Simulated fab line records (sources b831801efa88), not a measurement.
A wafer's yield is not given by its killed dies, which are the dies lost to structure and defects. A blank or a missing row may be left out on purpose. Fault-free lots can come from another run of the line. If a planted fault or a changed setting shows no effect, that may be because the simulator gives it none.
fab line records ; flow sky130
record: lots: 7; wafers: 21; lastDay: 50
route steps=708 shown SD_P@359 RES_XHIGH@360 SALICIDE@361 LI_CONTACT@362
lots with no fault: from the same line, run without faults
startH: start of the lot's first displayed wafer, in hours after the record's first day ; waitH: hours since the lot's step before ; " repeats the value in the row above ; L1.1+2: several wafers, shown together as one row ; - either no value or no given start ; * or withheld: withheld ; < > ~ a bound
route shown NAME@n: NAME is a module with steps in the file, n the number in the route of the first one ; usual: mean and standard deviation over wafers with no fault ; same: alike in all rows ; chamber/n: place in a boat ; sites: per-site readings ; _std_site: the values' standard deviation ; _edge_site: outer sites' mean less inner sites' ; radiusMm: how far each site lies from the wafer's centre ; mask NAME#n: copy n ; behind: the last tool/chamber to shape the wafer ; hold: the reason the lot was held/the length of the hold in hours/how it ended ; device: transistor that didn't switch, given as n, p or np ; end of line: at the end of the route, the tests of the same wafers ; a step with no rows: only its recipe ; killed: at the first sort, the dies lost to defects and structure; wafer yield is something else ; map: the dies of a wafer, with x for killed, . for not killed, _ for no die there
set.NAME: the setting that was run; set.NAME@STEP: the one run at that earlier step ; model.NAME: the simulator's own value behind a step, which no gauge read
lots seen at some steps along the route; tables by step, rows by wafer
services: a tool's chamber out of use, with start hour (startH, from the record's first day; less than 0 if before it), hours out, and reason
== steps ==
step: SKY_SD_N_RS_MEAS_17
recipe: thkMeasGauge: four-point-probe
usual: SD_P_RS: 147.1/0.36
lot.wafer;tool;chamber;startH;waitH;SD_P_RS[ohm/sq]
L796.1;filmMetro-04;-;677.71;0.1;146.9
L796.4;filmMetro-04;-;677.71;0.1;146.6
L796.6;filmMetro-04;-;677.71;0.1;147.1
L809.3;filmMetro-04;-;746.54;0.1;147.6
L809.4;filmMetro-04;-;746.54;0.1;146.9
L809.6;filmMetro-04;-;746.54;0.1;146.9
L813.2;filmMetro-03;-;782.42;0.1;147.1
L813.3;filmMetro-03;-;782.42;0.1;147.3
L813.6;filmMetro-03;-;782.42;0.1;147.3
L814.2;filmMetro-01;-;797.92;0.1;146.9
L814.3;filmMetro-01;-;797.92;0.1;146.8
L814.4;filmMetro-01;-;797.92;0.1;146.8
L815.2;filmMetro-03;-;798.28;0.1;147.1
L815.3;filmMetro-03;-;798.28;0.1;147.5
L815.5;filmMetro-03;-;798.28;0.1;147.4
L816.3;filmMetro-04;-;808.60;0.1;147.8
L816.4;filmMetro-04;-;808.60;0.1;147.4
L816.5;filmMetro-04;-;808.60;0.1;147.6
L818.3;filmMetro-01;-;815.45;0.1;147.1
L818.4;filmMetro-01;-;815.45;0.1;146.8
L818.6;filmMetro-01;-;815.45;0.1;146.6
step: SKY_SD_N_RS_MEAS_18
recipe: thkMeasGauge: four-point-probe
usual: RES_XHIGH_RS: 333.1/1
lot.wafer;tool;chamber;startH;waitH;RES_XHIGH_RS[ohm/sq]
L796.1;filmMetro-04;-;677.83;0.1;332.9
L796.4;filmMetro-04;-;677.83;0.1;334.8
L796.6;filmMetro-04;-;677.83;0.1;333.4
L809.3;filmMetro-04;-;746.66;0.1;333.2
L809.4;filmMetro-04;-;746.66;0.1;333.9
L809.6;filmMetro-04;-;746.66;0.1;333.7
L813.2;filmMetro-03;-;782.54;0.1;334.8
L813.3;filmMetro-03;-;782.54;0.1;333.5
L813.6;filmMetro-03;-;782.54;0.1;333.9
L814.2;filmMetro-01;-;798.04;0.1;332.0
L814.3;filmMetro-01;-;798.04;0.1;331.8
L814.4;filmMetro-01;-;798.04;0.1;332.1
L815.2;filmMetro-03;-;798.40;0.1;332.4
L815.3;filmMetro-03;-;798.40;0.1;331.6
L815.5;filmMetro-03;-;798.40;0.1;333.9
L816.3;filmMetro-04;-;808.72;0.1;333.5
L816.4;filmMetro-04;-;808.72;0.1;332.9
L816.5;filmMetro-04;-;808.72;0.1;332.7
L818.3;filmMetro-01;-;815.57;0.1;332.6
L818.4;filmMetro-01;-;815.57;0.1;333.6
L818.6;filmMetro-01;-;815.57;0.1;332.5
step: SKY_SALICIDE_CLEAN_00
recipe: chemistry: HF-last; timeS: 30; dilution: 100:1; dry: ipaMarangoni
step: SKY_LI_CONTACT_HDPCVD_00
recipe: material: PSG; targetThkNm: 930; sigmaOpenFrac: 0.3; timeS: 155; tempC: 600; sih4FlowSccm: 60; pressureMtorr: 6
step: SKY_LI_CONTACT_THK_MEAS_01
recipe: reads: PSG_of_LI_CONTACT_HDPCVD_00
usual: LI_CONTACT_HDPCVD_THK: 930/8.1
lot.wafer;tool;chamber;startH;waitH;LI_CONTACT_HDPCVD_THK[nm]
L796.1;filmMetro-03;-;678.07;0.1;929
L796.4;filmMetro-03;-;678.07;0.1;927
L796.6;filmMetro-03;-;678.07;0.1;927
L809.3;filmMetro-03;-;746.89;0.1;932
L809.4;filmMetro-03;-;746.89;0.1;936
L809.6;filmMetro-03;-;746.89;0.1;923
L813.2;filmMetro-04;-;782.77;0.1;935
L813.3;filmMetro-04;-;782.77;0.1;923
L813.6;filmMetro-04;-;782.77;0.1;921
L814.2;filmMetro-01;-;798.28;0.1;932
L814.3;filmMetro-01;-;798.28;0.1;940
L814.4;filmMetro-01;-;798.28;0.1;945
L815.2;filmMetro-01;-;798.63;0.1;922
L815.3;filmMetro-01;-;798.63;0.1;929
L815.5;filmMetro-01;-;798.63;0.1;921
L816.3;filmMetro-03;-;808.94;0.1;942
L816.4;filmMetro-03;-;808.94;0.1;932
L816.5;filmMetro-03;-;808.94;0.1;939
L818.3;filmMetro-03;-;815.79;0.1;929
L818.4;filmMetro-03;-;815.79;0.1;927
L818.6;filmMetro-03;-;815.79;0.1;923
step: SKY_LI_CONTACT_CMP_02
recipe: material: PSG; downForcePsi: 4; platenRpm: 60; padVelocityMS: 0.94248
usual: motorCurrentA: 11.7/0.66; timeToEndpointS: 32.9/2.2
lot.wafer;tool;chamber;startH;waitH;motorCurrentA;timeToEndpointS
L796.4;cmp-02;3;678.18;0.1;11.4;33.0
L796.1;cmp-02;0;678.18;0.1;12.0;30.5
L796.6;cmp-02;2;678.18;0.1;10.7;29.7
L809.4;cmp-01;3;747.14;0.2;10.7;33.8
L809.3;cmp-01;1;747.14;0.2;12.5;31.2
L809.6;cmp-01;3;747.14;0.2;10.7;32.6
L813.3;cmp-02;2;782.82;0.0;11.0;31.5
L813.2;cmp-02;3;782.82;0.0;11.2;31.8
L813.6;cmp-02;3;782.82;0.0;11.0;31.4
L814.2;cmp-01;3;798.33;0.0;11.2;35.8
L814.3;cmp-01;0;798.33;0.0;12.1;36.6
L814.4;cmp-01;1;798.33;0.0;11.5;34.2
L815.2;cmp-02;2;798.68;0.0;10.6;31.4
L815.3;cmp-02;0;798.68;0.0;11.7;33.3
L815.5;cmp-02;2;798.68;0.0;11.5;32.9
L816.3;cmp-02;3;808.98;0.0;11.5;35.9
L816.4;cmp-02;0;808.98;0.0;12.2;36.5
L816.5;cmp-02;0;808.98;0.0;12.0;34.6
L818.3;cmp-02;3;815.88;0.1;11.2;31.3
L818.4;cmp-02;1;815.88;0.1;12.7;31.1
L818.6;cmp-02;3;815.88;0.1;10.8;32.5
step: SKY_LI_CONTACT_BOW_MEAS_03
recipe: mode: bow
usual: LI_CONTACT_BOW: 55/6.5
lot.wafer;tool;chamber;startH;waitH;LI_CONTACT_BOW[um]
L796.1;filmMetro-01;-;678.43;0.1;55
L796.4;filmMetro-01;-;678.43;0.1;48
L796.6;filmMetro-01;-;678.43;0.1;64
L809.3;filmMetro-01;-;747.48;0.2;50
L809.4;filmMetro-01;-;747.48;0.2;53
L809.6;filmMetro-01;-;747.48;0.2;62
L813.2;filmMetro-01;-;783.14;0.2;44
L813.3;filmMetro-01;-;783.14;0.2;39
L813.6;filmMetro-01;-;783.14;0.2;43
L814.2;filmMetro-04;-;798.65;0.3;57
L814.3;filmMetro-04;-;798.65;0.3;48
L814.4;filmMetro-04;-;798.65;0.3;56
L815.2;filmMetro-01;-;799.00;0.3;50
L815.3;filmMetro-01;-;799.00;0.3;57
L815.5;filmMetro-01;-;799.00;0.3;46
L816.3;filmMetro-03;-;809.32;0.3;47
L816.4;filmMetro-03;-;809.32;0.3;59
L816.5;filmMetro-03;-;809.32;0.3;46
L818.3;filmMetro-03;-;816.17;0.2;56
L818.4;filmMetro-03;-;816.17;0.2;49
L818.6;filmMetro-03;-;816.17;0.2;47
step: SKY_LI_CONTACT_DEHYDRATE_04
recipe: tempC: 200; timeS: 60
step: SKY_LI_CONTACT_HMDS_05
recipe: primeTimeS: 60; primeTempC: 120
step: SKY_LI_CONTACT_COAT_06
recipe: resist: BARC; tempC: withheld; timeS: withheld; spinRpm: 3000; resistThkNm: 60
step: SKY_LI_CONTACT_COAT_07
recipe: resist: KrF-thick; spinRpm: 3000; resistThkNm: 450
step: SKY_LI_CONTACT_SOFTBAKE_08
recipe: tempC: 100; timeS: 90; resist: KrF-thick
step: SKY_LI_CONTACT_EXPOSE_09
recipe: maskId: LICM1; na: 0.8; sourceShape: annular; sigmaInner: 0.55; sigmaOuter: 0.85; targetCdNm: 170; doseMj: 38
usual: exposureDoseMJCm2: 37.94/0.044; focusOffsetNm: 0.0/0.54
lot.wafer;tool;chamber;startH;waitH;mask;exposureDoseMJCm2;focusOffsetNm
L796.1;krfScanner-02;0;692.04;-;LICM1#0;37.94;0.0
L796.4;krfScanner-02;0;692.04;-;LICM1#0;37.92;-0.1
L796.6;krfScanner-02;0;692.04;-;LICM1#0;37.94;-0.2
L809.3;krfScanner-02;0;761.16;-;LICM1#0;38.01;-0.5
L809.4;krfScanner-02;0;761.16;-;LICM1#0;37.98;-0.8
L809.6;krfScanner-02;0;761.16;-;LICM1#0;37.99;0.2
L813.2;krfScanner-01;-;796.81;-;LICM1#0;-;-
L813.3;krfScanner-01;-;796.81;-;LICM1#0;-;-
L813.6;krfScanner-01;-;796.81;-;LICM1#0;-;-
L814.2;krfScanner-02;-;812.40;-;LICM1#0;-;-
L814.3;krfScanner-02;-;812.40;-;LICM1#0;-;-
L814.4;krfScanner-02;-;812.40;-;LICM1#0;-;-
L815.2;krfScanner-01;-;812.64;-;LICM1#0;-;-
L815.3;krfScanner-01;-;812.64;-;LICM1#0;-;-
L815.5;krfScanner-01;-;812.64;-;LICM1#0;-;-
L816.3;krfScanner-02;0;823.12;-;LICM1#0;37.95;-0.7
L816.4;krfScanner-02;0;823.12;-;LICM1#0;37.88;0.3
L816.5;krfScanner-02;0;823.12;-;LICM1#0;37.96;-0.3
L818.3;krfScanner-01;0;828.53;-;LICM1#0;37.92;0.2
L818.4;krfScanner-01;0;828.53;-;LICM1#0;37.91;0.5
L818.6;krfScanner-01;0;828.53;-;LICM1#0;37.90;0.1
step: SKY_LI_CONTACT_PEB_10
recipe: pebTempC: withheld; pebTimeS: withheld; resist: KrF-thick
== services ==
tool;chamber;startH;hours;kind
cmp-01;-;654.68;2.7;repair
cmp-02;-;656.94;3.5;repair
krfScanner-01;-;665.94;0.8;pm
krfScanner-02;-;666.69;4.0;pm
krfScanner-02;-;670.71;4.4;pm
krfScanner-02;-;675.09;1.0;pm
krfScanner-01;-;676.09;1.0;pm
krfScanner-02;-;677.09;0.8;pm
cmp-02;-;689.49;1.9;repair
krfScanner-01;-;712.58;0.4;repair
krfScanner-01;-;716.62;10.0;repair
krfScanner-01;-;726.63;1.3;pm
cmp-02;-;735.56;4.7;pm
krfScanner-01;-;736.94;0.7;repair
cmp-02;-;744.26;4.0;pm
cmp-02;-;748.26;15.7;pm
krfScanner-02;-;767.36;1.3;pm
krfScanner-02;-;776.02;4.3;repair
cmp-02;-;777.14;1.3;repair
krfScanner-01;-;795.16;0.8;pm
cmp-02;-;805.14;1.0;repair
krfScanner-02;-;810.42;1.0;pm
cmp-02;-;820.91;2.7;repair
krfScanner-01;-;822.97;1.0;pm
== key ==
firstSign: step: SKY_LI_CONTACT_EXPOSE_09; reading: toolRecord; direction: missing
effect none on later readings
metAt SKY_LI_CONTACT_EXPOSE_09
struckWafers L813.2,L813.3,L813.6,L814.2,L814.3,L814.4,L815.2,L815.3,L815.5
laterRowsLeftOut L813.2,L813.3,L813.6,L814.2,L814.3,L814.4,L815.2,L815.3,L815.5
sortLeftOut L813.2,L813.3,L813.6,L814.2,L814.3,L814.4,L815.2,L815.3,L815.5
testerLeftOut L813,L814,L815
onsetBetween 761.16 796.81
fault: kind: skippedStepWhole; tool: krfScanner-01,krfScanner-02; chamber: -; onsetH: 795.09; steps: SKY_LI_CONTACT_EXPOSE_09; scope: struckLotsOnly
testerLeftOut: of these lots the tester's yield and bins aren't shown, on N5 and GAA mostly nor the transistor test; their killed dies are dies lost to structure and defects alone, not to doping, threshold or leakage, so they don't give the yield
sortLeftOut: the simulated sort isn't trusted on such a fault, so these wafers' sort isn't shown, and their yield isn't known
laterRowsLeftOut: the simulator's readings of these wafers behind a module that went badly wrong aren't trusted and aren't shown, but for the sort
